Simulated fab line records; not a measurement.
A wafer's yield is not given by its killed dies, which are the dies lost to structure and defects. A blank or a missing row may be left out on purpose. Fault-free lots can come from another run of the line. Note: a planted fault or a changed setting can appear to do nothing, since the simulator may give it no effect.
fab line records -- flow sky130
record lots=12, wafers=36, last_day=50
route steps=708 shown VIA1@479 METAL2@488 PAD_OPEN@708
lots that met no fault: taken from a fault-free run of the same line
start_h: the number of hours between the record's first day and the start of the first shown wafer of the lot -- wait_h: hours elapsed since this lot's preceding step -- " the same as in the row above -- L1.1+2: one row covering several wafers at once -- - either no value or no given start -- * or withheld: withheld -- < > ~ a bound
route shown NAME@n: NAME is a module with steps in the file, n the number in the route of the first one -- usual: mean/standard deviation of fault-free wafers -- same: alike in all rows -- chamber/n: place in a boat -- sites: each site's reading -- _std_site: the values' standard deviation -- _edge_site: outer sites' mean less inner sites' -- radius_mm: for every site, how far away it sits from the centre of the wafer -- mask NAME#n: copy n -- behind: the last tool/chamber to shape the wafer -- hold: reason for holding the lot/hours on hold/outcome of the hold -- device: whichever transistor did not switch (one of n, p or np) -- end of line: at the end of the route, the tests of the same wafers -- a step without rows: its recipe alone -- killed: at the first sort, the dies lost to defects and structure; wafer yield is something else -- map: a wafer's dies, marking killed ones x, the rest . and places with no die _
set.NAME: the setting the step ran with; set.NAME@STEP: the setting that earlier step ran with -- model.NAME: the simulator's own value behind a step, which no gauge read
steps of the route over a sample of lots; a table a step, a row a wafer
services: the hour from which a tool's chamber was out of use, counted from the record's first day as start_h (under 0 if before that day), plus the number of hours and why
## steps
# step SKY_VIA1_CVD_21
# recipe material=W, target_thk_nm=270, time_s=80.902, temp_c=400, pressure_torr=40
# usual chamber_pressure_Torr=40.00/0.084, heater_power_outer_w=546/51, heater_power_w=869/77
lot.wafer,tool,chamber,start_h,wait_h,chamber_pressure_Torr,heater_power_outer_w,heater_power_w
L657.1,cvd_w-01,0,804.56,0.0,39.99,569,816
L657.3,cvd_w-01,1,804.56,0.0,40.05,577,928
L657.6,cvd_w-01,0,804.56,0.0,39.95,569,845
L658.1,cvd_w-02,0,807.83,0.0,40.06,577,928
L658.3,cvd_w-02,1,807.83,0.0,39.95,462,748
L658.4,cvd_w-02,0,807.83,0.0,40.00,576,956
L659.2,cvd_w-02,1,813.21,0.0,40.02,467,732
L659.5,cvd_w-02,0,813.21,0.0,39.98,572,930
L659.6,cvd_w-02,1,813.21,0.0,40.08,441,729
L661.1,cvd_w-02,1,833.32,0.0,39.86,453,741
L661.2,cvd_w-02,0,833.32,0.0,40.04,569,974
L661.4,cvd_w-02,1,833.32,0.0,39.90,450,747
L662.3,cvd_w-01,1,837.79,0.1,40.05,575,943
L662.4,cvd_w-01,0,837.79,0.1,40.02,551,828
L662.5,cvd_w-01,0,837.79,0.1,39.91,561,831
L665.3,cvd_w-02,0,869.94,0.1,39.89,580,953
L665.4,cvd_w-02,1,869.94,0.1,39.95,461,752
L665.6,cvd_w-02,1,869.94,0.1,39.92,455,755
L666.1,cvd_w-02,0,870.93,0.0,40.06,573,924
L666.3,cvd_w-02,1,870.93,0.0,40.12,452,748
L666.5,cvd_w-02,1,870.93,0.0,40.01,464,762
L667.1,cvd_w-02,1,883.21,0.0,39.76,450,750
L667.3,cvd_w-02,0,883.21,0.0,40.01,587,953
L667.6,cvd_w-02,0,883.21,0.0,40.10,585,943
L674.1,cvd_w-01,1,932.00,0.0,39.93,541,881
L674.4,cvd_w-01,1,932.00,0.0,39.93,542,874
L674.6,cvd_w-01,1,932.00,0.0,39.89,536,887
L675.1,cvd_w-02,1,933.31,0.0,40.08,452,734
L675.3,cvd_w-02,1,933.31,0.0,39.84,451,771
L675.6,cvd_w-02,1,933.31,0.0,39.97,464,764
L676.2,cvd_w-02,0,961.70,0.0,40.20,580,926
L676.3,cvd_w-02,1,961.70,0.0,40.00,470,762
L676.5,cvd_w-02,1,961.70,0.0,39.93,459,749
L679.2,cvd_w-02,1,972.66,0.0,39.96,447,762
L679.3,cvd_w-02,1,972.66,0.0,40.02,457,768
L679.5,cvd_w-02,0,972.66,0.0,40.19,574,960
# step SKY_VIA1_THK_MEAS_23
# recipe thk_meas_gauge=xrf, reads=W_of_VIA1_CVD_21
# usual VIA1_W_THK=276/3.6
lot.wafer,tool,chamber,start_h,wait_h,VIA1_W_THK[nm]
L657.1,film_metro-01,-,804.77,0.1,275
L657.3,film_metro-01,-,804.77,0.1,279
L657.6,film_metro-01,-,804.77,0.1,278
L658.1,film_metro-01,-,808.04,0.1,282
L658.3,film_metro-01,-,808.04,0.1,281
L658.4,film_metro-01,-,808.04,0.1,281
L659.2,film_metro-02,-,813.43,0.1,278
L659.5,film_metro-02,-,813.43,0.1,276
L659.6,film_metro-02,-,813.43,0.1,276
L661.1,film_metro-01,-,833.53,0.1,275
L661.2,film_metro-01,-,833.53,0.1,271
L661.4,film_metro-01,-,833.53,0.1,272
L662.3,film_metro-01,-,837.99,0.1,273
L662.4,film_metro-01,-,837.99,0.1,273
L662.5,film_metro-01,-,837.99,0.1,275
L665.3,film_metro-02,-,870.14,0.1,278
L665.4,film_metro-02,-,870.14,0.1,277
L665.6,film_metro-02,-,870.14,0.1,274
L666.1,film_metro-01,-,871.14,0.1,279
L666.3,film_metro-01,-,871.14,0.1,273
L666.5,film_metro-01,-,871.14,0.1,269
L667.1,film_metro-02,-,883.42,0.1,274
L667.3,film_metro-02,-,883.42,0.1,277
L667.6,film_metro-02,-,883.42,0.1,279
L674.1,film_metro-01,-,932.31,0.1,275
L674.4,film_metro-01,-,932.31,0.1,272
L674.6,film_metro-01,-,932.31,0.1,274
L675.1,film_metro-04,-,933.52,0.1,274
L675.3,film_metro-04,-,933.52,0.1,278
L675.6,film_metro-04,-,933.52,0.1,276
L676.2,film_metro-04,-,961.92,0.1,280
L676.3,film_metro-04,-,961.92,0.1,278
L676.5,film_metro-04,-,961.92,0.1,280
L679.2,film_metro-01,-,972.88,0.1,274
L679.3,film_metro-01,-,972.88,0.1,272
L679.5,film_metro-01,-,972.88,0.1,276
# step SKY_METAL2_RS_MEAS_05
# recipe thk_meas_gauge=four-point-probe, reads=TiN_of_METAL2_SPUTTER_04+Ti_of_METAL2_SPUTTER_03+AlCu_of_METAL2_SPUTTER_02+TiN_of_METAL2_SPUTTER_01+Ti_of_METAL2_SPUTTER_00
# usual METAL2_ALCU_RS=0.1273/0.0016
lot.wafer,tool,chamber,start_h,wait_h,METAL2_ALCU_RS[ohm/sq]
L657.1,film_metro-03,-,805.27,0.0,0.1268
L657.3,film_metro-03,-,805.27,0.0,0.1279
L657.6,film_metro-03,-,805.27,0.0,0.1272
L658.1,film_metro-03,-,808.54,0.0,0.1254
L658.3,film_metro-03,-,808.54,0.0,0.1264
L658.4,film_metro-03,-,808.54,0.0,0.1288
L659.2,film_metro-02,-,813.94,0.0,0.1273
L659.5,film_metro-02,-,813.94,0.0,0.1263
L659.6,film_metro-02,-,813.94,0.0,0.1287
L661.1,film_metro-01,-,834.03,0.0,0.1260
L661.2,film_metro-01,-,834.03,0.0,0.1267
L661.4,film_metro-01,-,834.03,0.0,0.1244
L662.3,film_metro-03,-,838.51,0.1,0.1288
L662.4,film_metro-03,-,838.51,0.1,0.1306
L662.5,film_metro-03,-,838.51,0.1,0.1276
L665.3,film_metro-03,-,870.66,0.1,0.1264
L665.4,film_metro-03,-,870.66,0.1,0.1253
L665.6,film_metro-03,-,870.66,0.1,0.1261
L666.1,film_metro-02,-,871.64,0.0,0.1267
L666.3,film_metro-02,-,871.64,0.0,0.1266
L666.5,film_metro-02,-,871.64,0.0,0.1264
L667.1,film_metro-03,-,883.92,0.0,0.1269
L667.3,film_metro-03,-,883.92,0.0,0.1270
L667.6,film_metro-03,-,883.92,0.0,0.1268
L674.1,film_metro-03,-,933.03,0.0,0.1263
L674.4,film_metro-03,-,933.03,0.0,0.1274
L674.6,film_metro-03,-,933.03,0.0,0.1273
L675.1,film_metro-01,-,934.02,0.0,0.1262
L675.3,film_metro-01,-,934.02,0.0,0.1244
L675.6,film_metro-01,-,934.02,0.0,0.1256
L676.2,film_metro-03,-,962.43,0.0,0.1255
L676.3,film_metro-03,-,962.43,0.0,0.1264
L676.5,film_metro-03,-,962.43,0.0,0.1257
L679.2,film_metro-02,-,973.39,0.0,0.1281
L679.3,film_metro-02,-,973.39,0.0,0.1288
L679.5,film_metro-02,-,973.39,0.0,0.1293
# step SKY_METAL2_STRIP_20
# recipe chemistry=O2/N2, power_w=1400, pressure_mtorr=1500, platen_temp_c=withheld, o2_flow_sccm=3000, n2_flow_sccm=300, overash_fraction=0.5
# usual chamber_pressure_mTorr=1500/5, drypump_motor_current_A=5.8/0.3, oes_product_au=0.343/0.0055, overash_fraction=0.5/0, strip_time_to_endpoint_s=2.69/0.073
lot.wafer,tool,chamber,start_h,wait_h,chamber_pressure_mTorr,drypump_motor_current_A,oes_product_au,overash_fraction,rf_hours_counter_h,strip_time_to_endpoint_s
L657.1,plasma_asher-02,0,831.67,0.1,1501,6.1,0.348,0.5,97,2.69
L657.3,plasma_asher-02,1,831.67,0.1,1499,5.5,0.346,0.5,-,2.68
L657.6,plasma_asher-02,0,831.67,0.1,1499,6.1,0.353,0.5,-,2.67
L658.1,plasma_asher-02,1,835.12,0.1,1499,5.5,0.332,0.5,97,2.54
L658.3,plasma_asher-02,1,835.12,0.1,1503,5.5,0.348,0.5,-,2.66
L658.4,plasma_asher-02,0,835.12,0.1,1500,6.1,0.341,0.5,-,2.56
L659.2,plasma_asher-03,1,840.60,0.1,1500,5.7,0.345,0.5,42,2.68
L659.5,plasma_asher-03,1,840.60,0.1,1500,5.7,0.348,0.5,-,2.64
L659.6,plasma_asher-03,0,840.60,0.1,1499,6.1,0.340,0.5,-,2.68
L661.1,plasma_asher-01,0,860.02,0.1,1499,5.8,0.342,0.5,75,2.64
L661.2,plasma_asher-01,1,860.02,0.1,1499,5.3,0.354,0.5,75,2.82
L661.4,plasma_asher-01,1,860.02,0.1,1501,5.3,0.345,0.5,-,2.79
L662.3,plasma_asher-02,0,864.62,0.1,1499,6.1,0.332,0.5,-,2.59
L662.4,plasma_asher-02,1,864.62,0.1,1500,5.5,0.338,0.5,-,2.58
L662.5,plasma_asher-02,0,864.62,0.1,1501,6.1,0.339,0.5,-,2.62
L665.3,plasma_asher-02,1,896.99,0.1,1497,5.5,0.348,0.5,-,2.64
L665.4,plasma_asher-02,0,896.99,0.1,1501,6.1,0.342,0.5,-,2.79
L665.6,plasma_asher-02,0,896.99,0.1,1500,6.1,0.345,0.5,-,2.74
L666.1,plasma_asher-03,0,898.19,0.1,1500,6.1,0.342,0.5,47,2.69
L666.3,plasma_asher-03,0,898.19,0.1,1499,6.1,0.342,0.5,-,2.69
L666.5,plasma_asher-03,1,898.19,0.1,1501,5.7,0.346,0.5,-,2.69
L667.1,plasma_asher-02,0,909.37,0.1,1498,6.1,0.350,0.5,105,2.82
L667.3,plasma_asher-02,0,909.37,0.1,1501,6.1,0.352,0.5,-,2.84
L667.6,plasma_asher-02,0,909.37,0.1,1501,6.1,0.350,0.5,-,2.73
L674.1,plasma_asher-02,0,957.77,0.1,-,-,-,-,-,-
L674.4,plasma_asher-02,1,957.77,0.1,-,-,-,-,-,-
L674.6,plasma_asher-02,0,957.77,0.1,-,-,-,-,-,-
L675.1,plasma_asher-03,1,958.71,0.1,-,-,-,-,-,-
L675.3,plasma_asher-03,0,958.71,0.1,-,-,-,-,-,-
L675.6,plasma_asher-03,0,958.71,0.1,-,-,-,-,-,-
L676.2,plasma_asher-02,1,986.57,0.1,1498,5.5,0.346,0.5,113,2.77
L676.3,plasma_asher-02,1,986.57,0.1,1502,5.5,0.344,0.5,-,2.75
L676.5,plasma_asher-02,1,986.57,0.1,1501,5.5,0.338,0.5,-,2.66
L679.2,plasma_asher-02,1,997.11,0.1,1498,5.5,0.343,0.5,114,2.70
L679.3,plasma_asher-02,0,997.11,0.1,1499,6.1,0.335,0.5,-,2.63
L679.5,plasma_asher-02,0,997.11,0.1,1499,6.1,0.346,0.5,-,2.75
# step SKY_PAD_OPEN_PROBE_99
# usual defect_limited_yield=82.8/2.1, killed_at_M0_to_M3=42/6.6, killed_at_M4_up=3.1/1.9, killed_at_contacts=24/5.6, killed_at_front_end=15/4.8, killed_at_other=0.3/0.48, killed_dies=84/10, killed_on_rim=16/3.9, killed_open=47/6.8, killed_short=37/6.8, sort_bin_3_pad_short=0.9/0.48, sort_bin_5_function=10.1/1.4, sort_bin_6_memory=6.2/1.2, sort_bin_8_speed=0.00/0.017, sort_n_pass=408/10, sort_yield_pct=82.8/2.1
# same gross_dies=492, killed_at_back_side=0, sort_bin_4_leakage[%]=0
lot.wafer,tool,chamber,start_h,wait_h,defect_limited_yield[%],killed_at_M0_to_M3,killed_at_M4_up,killed_at_contacts,killed_at_front_end,killed_at_other,killed_dies,killed_on_rim,killed_open,killed_short,sort_bin_3_pad_short[%],sort_bin_5_function[%],sort_bin_6_memory[%],sort_bin_8_speed[%],sort_n_pass,sort_yield_pct[%]
L661.1,prober-02,-,1106.63,0.1,82.1,47,3,18,20,0,88,24,52,36,1.0,10.4,6.5,0,404,82.1
L661.2,prober-02,-,1106.68,0.1,86.4,25,3,28,11,0,67,13,47,20,0,8.3,5.3,0,425,86.4
L661.4,prober-02,-,1106.78,0.2,82.5,40,3,25,18,0,86,13,44,42,1.0,9.3,7.1,0,406,82.5
L662.3,prober-01,-,1109.58,0.2,78.3,53,1,33,20,0,107,14,68,39,0.6,13.4,7.7,0,385,78.3
L662.4,prober-01,-,1109.63,0.2,77.8,43,9,35,21,1,109,22,60,49,1.6,12.6,7.9,0,383,77.8
L662.5,prober-01,-,1109.68,0.2,79.5,54,1,23,22,1,101,18,57,44,1.2,10.8,8.5,0,391,79.5
L665.3,prober-02,-,1136.61,0.2,84.8,41,2,19,13,0,75,19,47,28,1.0,7.9,6.3,0,417,84.8
L666.3,prober-01,-,1137.90,0.2,83.1,37,3,31,12,0,83,13,43,40,1.4,7.7,7.7,0,409,83.1
L667.1,prober-01,-,1145.48,0.1,86.4,29,2,23,12,1,67,19,34,33,0.6,8.5,4.5,0,425,86.4
L667.3,prober-01,-,1145.58,0.2,82.1,47,6,22,13,0,88,15,47,41,1.0,8.9,7.9,0,404,82.1
L667.6,prober-01,-,1145.73,0.3,82.1,49,0,23,16,0,88,19,55,33,1.0,10.6,6.3,0,404,82.1
L674.1,prober-01,-,1180.73,0.1,0,441,3,29,19,0,492,96,58,36,0.8,93.3,5.9,0,0,0
L674.4,prober-01,-,1180.88,0.2,0.2,453,2,27,9,0,491,95,42,41,1.4,93.9,4.5,0,1,0.2
L674.6,prober-01,-,1180.98,0.2,0.6,452,1,21,15,0,489,93,50,34,1.0,91.9,6.5,0,3,0.6
L675.1,prober-02,-,1181.44,0.1,0,459,4,21,8,0,492,96,27,34,1.0,94.3,4.7,0,0,0
L675.3,prober-02,-,1181.54,0.2,0.2,444,3,29,14,1,491,95,45,34,1.0,94.3,4.5,0,1,0.2
L675.6,prober-02,-,1181.69,0.2,0.4,438,6,31,15,0,490,95,48,34,0.6,93.1,5.9,0,2,0.4
# killed by level:class
L661.1 VIA1:geometric_particle:open=15 POLY_GATE:geometric_particle:open=8 VIA2:geometric_particle:open=6 LI_CONTACT:geometric_particle:open=6 LOCAL_INTERCONNECT:geometric_particle:short=5 VIA1:geometric_particle:short=5 METAL2:geometric_particle:short=5 CONTACT:geometric_particle:open=4
L661.2 CONTACT:geometric_particle:open=11 LI_CONTACT:geometric_particle:open=9 VIA1:geometric_particle:open=8 METAL2:geometric_particle:short=5 VIA3:geometric_particle:open=3 POLY_GATE:geometric_particle:open=3 SPACER:geometric_particle:open=3 METAL2:geometric_particle:open=3
L661.4 CONTACT:geometric_particle:open=8 VIA1:geometric_particle:open=8 FIELD_ISO:geometric_particle:open=6 METAL2:geometric_particle:short=6 VIA2:geometric_particle:open=6 VIA3:geometric_particle:short=6 LOCAL_INTERCONNECT:geometric_particle:short=5 CONTACT:geometric_particle:short=5
L662.3 VIA3:geometric_particle:open=13 VIA2:geometric_particle:open=12 LI_CONTACT:geometric_particle:open=11 CONTACT:geometric_particle:open=10 VIA1:geometric_particle:open=8 FIELD_ISO:geometric_particle:open=5 CONTACT:geometric_particle:short=5 VIA1:geometric_particle:short=5
L662.4 CONTACT:geometric_particle:open=13 VIA1:geometric_particle:open=12 LI_CONTACT:geometric_particle:open=9 LOCAL_INTERCONNECT:geometric_particle:short=7 VIA2:geometric_particle:open=7 FIELD_ISO:geometric_particle:short=6 VIA1:geometric_particle:short=5 METAL4:geometric_particle:short=5
L662.5 VIA1:geometric_particle:open=14 VIA2:geometric_particle:open=9 VIA1:geometric_particle:short=8 METAL2:geometric_particle:short=8 POLY_GATE:geometric_particle:open=7 LI_CONTACT:geometric_particle:open=7 LOCAL_INTERCONNECT:geometric_particle:short=7 CONTACT:geometric_particle:open=6
L665.3 VIA1:geometric_particle:open=10 VIA2:geometric_particle:open=10 CONTACT:geometric_particle:open=8 METAL2:geometric_particle:short=6 FIELD_ISO:geometric_particle:open=4 LI_CONTACT:geometric_particle:open=4 CONTACT:geometric_particle:short=4 VIA3:geometric_particle:open=4
L666.3 CONTACT:geometric_particle:open=12 METAL1:geometric_particle:short=8 CONTACT:geometric_particle:short=8 VIA1:geometric_particle:open=7 LI_CONTACT:geometric_particle:open=5 VIA1:geometric_particle:short=4 VIA2:geometric_particle:open=4 VIA3:geometric_particle:open=4
L667.1 VIA1:geometric_particle:open=7 METAL1:geometric_particle:short=7 LI_CONTACT:geometric_particle:open=7 CONTACT:geometric_particle:short=7 CONTACT:geometric_particle:open=7 POLY_GATE:geometric_particle:open=4 METAL2:geometric_particle:short=4 VIA2:geometric_particle:open=3
L667.3 CONTACT:geometric_particle:open=10 VIA3:geometric_particle:open=10 VIA2:geometric_particle:open=8 METAL1:geometric_particle:short=7 VIA1:geometric_particle:open=6 FIELD_ISO:geometric_particle:short=5 LI_CONTACT:geometric_particle:open=5 METAL2:geometric_particle:short=5
L667.6 VIA1:geometric_particle:open=11 VIA2:geometric_particle:open=10 CONTACT:geometric_particle:open=9 POLY_GATE:geometric_particle:short=6 CONTACT:geometric_particle:short=6 LI_CONTACT:geometric_particle:open=5 VIA3:geometric_particle:open=5 VIA1:geometric_particle:short=5
L674.1 VIA2:area_hdpcvd=398 VIA1:geometric_particle:open=13 CONTACT:geometric_particle:open=10 VIA3:geometric_particle:open=7 FIELD_ISO:geometric_particle:open=5 LI_CONTACT:geometric_particle:short=5 LI_CONTACT:geometric_particle:open=5 LOCAL_INTERCONNECT:geometric_particle:short=5
L674.4 VIA2:area_hdpcvd=408 VIA3:geometric_particle:open=10 LOCAL_INTERCONNECT:geometric_particle:short=9 VIA1:geometric_particle:short=8 CONTACT:geometric_particle:open=7 VIA1:geometric_particle:open=7 VIA2:geometric_particle:open=7 CONTACT:geometric_particle:short=5
L674.6 VIA2:area_hdpcvd=405 VIA1:geometric_particle:open=13 LI_CONTACT:geometric_particle:open=11 VIA2:geometric_particle:open=9 METAL1:geometric_particle:short=6 FIELD_ISO:geometric_particle:short=5 LOCAL_INTERCONNECT:geometric_particle:short=4 VIA3:geometric_particle:open=4
L675.1 VIA2:area_hdpcvd=431 VIA2:geometric_particle:short=7 METAL2:geometric_particle:short=7 LI_CONTACT:geometric_particle:open=5 CONTACT:geometric_particle:open=5 LOCAL_INTERCONNECT:geometric_particle:short=4 CONTACT:geometric_particle:short=4 LI_CONTACT:geometric_particle:short=3
L675.3 VIA2:area_hdpcvd=412 CONTACT:geometric_particle:open=10 LI_CONTACT:geometric_particle:open=8 LOCAL_INTERCONNECT:geometric_particle:short=8 VIA2:geometric_particle:open=7 VIA3:geometric_particle:open=6 METAL1:geometric_particle:short=6 FIELD_ISO:geometric_particle:open=4
L675.6 VIA2:area_hdpcvd=408 CONTACT:geometric_particle:open=17 METAL2:geometric_particle:short=7 POLY_GATE:geometric_particle:open=5 LI_CONTACT:geometric_particle:open=5 VIA1:geometric_particle:open=5 LOCAL_INTERCONNECT:geometric_particle:short=5 VIA2:geometric_particle:open=5
## services
tool,chamber,start_h,hours,kind
plasma_asher-01,-,791.68,1.6,repair
cvd_w-01,-,831.22,1.3,repair
plasma_asher-03,-,878.80,18.6,repair
cvd_w-01,-,889.68,2.8,pm
cvd_w-01,-,904.00,14.0,pm
cvd_w-01,0,904.00,14.0,vent_cycle
cvd_w-01,1,904.00,14.0,vent_cycle
cvd_w-02,1,913.72,6.5,repair
cvd_w-01,0,918.00,-,clean
cvd_w-01,1,918.00,-,clean
cvd_w-01,0,926.52,8.6,repair
plasma_asher-02,-,929.94,3.6,repair
plasma_asher-03,-,988.70,1.8,repair
## key
first_sign step=SKY_METAL2_STRIP_20, reading=tool_record, direction=missing
effect step=SKY_PAD_OPEN_PROBE_99, reading=killed_at_M0_to_M3, direction=up, sigmas=62, usual=42, struck=448
more_kills_born_at SKY_VIA2_HDPCVD_00@hdpcvd-02=2463
met_at SKY_METAL2_STRIP_20
struck_lots L674,L675
later_rows_left_out L674.1,L674.4,L674.6,L675.1,L675.3,L675.6
not_acting_at SKY_VIA1_CVD_21,SKY_VIA1_THK_MEAS_23,SKY_METAL2_RS_MEAS_05
onset_between 909.37 957.77
fault kind=skipped_step_whole, tool=plasma_asher-02,plasma_asher-03, chamber=-, onset_h=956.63, steps=SKY_METAL2_STRIP_20, scope=struck_lots_only
# later_rows_left_out: the simulator's readings of these wafers behind a module that went badly wrong aren't trusted and aren't shown, but for the sort
